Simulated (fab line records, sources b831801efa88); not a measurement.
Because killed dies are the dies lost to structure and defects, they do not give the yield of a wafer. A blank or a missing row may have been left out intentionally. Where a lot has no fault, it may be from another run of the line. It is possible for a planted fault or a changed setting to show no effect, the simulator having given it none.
Which of the tools did it?    flow sky130    18 wafers from 6 lots sampled at 2 of the route's 708 steps

## WHAT THE GAUGES READ, wafer by wafer
SKY_VIA1_BOW_MEAS_03.
lot   measured      on            VIA1_BOW (um)
L685  day 33 06:46  filmMetro-02  90 76 82
L687  day 33 15:03  filmMetro-01  94 83 83
L689  day 34 23:05  filmMetro-02  82 81 70
L701  day 38 14:45  filmMetro-01  80 72 83
L703  day 38 19:35  filmMetro-03  80 89 79
L705  day 39 05:41  filmMetro-02  80 87 81

## TOOL THAT RAN EACH LOT (tool first, then ch and the chambers of the sampled wafers, then the start)
lot   SKY_METAL1_SPUTTER_00
L685  pvdSputter-04, day 32 02:08
L687  pvdSputter-04, day 32 10:50
L689  pvdSputter-03, day 33 18:56
L701  pvdSputter-02, day 37 11:50
L703  pvdSputter-02, day 37 16:20
L705  pvdSputter-02, day 38 03:00
- SKY_METAL1_SPUTTER_00: material Ti, target thk 15 nm, time 10 s.

## THE ANSWER, worked out from the rows above alone
Rule: the usual values come from the lots themselves. Put in order of their means at a reading, lots are off if they are a third of the lots or fewer, leave a main group of 4 or more, and stand apart from it by a gap of 3 or more times the standard deviation of the main group's means; of several such gaps the widest counts. A main group whose means are all the same, to the digits that the tables above print for the reading, isn't used. A lot without any number at a reading at which 4 lots or more have one is off too. All remaining lots with rows at the step are treated as sound.
None of the lots is off at any reading shown; this tells nothing.

## WHAT WAS PUT IN BY THE SIMULATOR
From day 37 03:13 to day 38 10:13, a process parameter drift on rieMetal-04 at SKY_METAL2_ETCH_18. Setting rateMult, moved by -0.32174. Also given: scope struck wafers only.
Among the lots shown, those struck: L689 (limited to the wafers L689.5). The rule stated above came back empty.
